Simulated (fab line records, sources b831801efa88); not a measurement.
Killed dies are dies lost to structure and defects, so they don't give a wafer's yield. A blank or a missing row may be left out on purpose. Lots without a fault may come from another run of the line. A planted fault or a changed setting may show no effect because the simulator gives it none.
Chamber matching | flow sky130 | SKY_METAL3_ETCH_17 on rie_diel-01: 4 sister chambers
The step etches SiO2 in C4F8/O2/Ar, stops on TiN, time 3.9 s, target depth 15 nm. 4 wafers are shown with their chamber, then 7 later ones without.

WAFERS WITH THEIR CHAMBER
wafer  | chamber | oes_product_au (a.u.)
L086.2 | 1       | 0.760
L086.4 | 0       | 0.757
L087.1 | 3       | 0.757
L087.3 | 2       | 0.747

WAFERS WITHOUT THEIR CHAMBER
wafer  | oes_product_au (a.u.)
L087.4 | 0.760
L089.1 | 0.742
L089.2 | 0.746
L089.5 | 0.762
L091.1 | 0.754
L091.3 | 0.762
L091.6 | 0.758

WHICH CHAMBER EACH WENT THROUGH
wafer  | from the rows above               | in truth
L087.4 | can't be placed: 1 or 0 or 3      | 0
L089.1 | 2                                 | 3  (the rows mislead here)
L089.2 | 2                                 | 2
L089.5 | can't be placed: 1 or 0 or 3      | 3
L091.1 | can't be placed: 0 or 3 or 1 or 2 | 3
L091.3 | can't be placed: 1 or 0 or 3      | 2
L091.6 | can't be placed: 0 or 3 or 1      | 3
Placed correctly: 1 of 7. Can't be placed from these rows: 5 (the true chamber is among the candidates in 4). Placed wrongly: 1.
How it was worked out, from the rows above alone: a wafer's distance from a chamber is the root of the sum, over the readings, of the square of ((its reading less the chamber's mean) divided by the reading's scatter). The wafer belongs to the nearest chamber; if the next one is less than 2 further off, it can't be placed. A chamber's mean is the mean of its shown wafers. The scatter: with one shown wafer a chamber, the root of the mean of the squares of how far each hidden wafer lies from its nearest shown one.
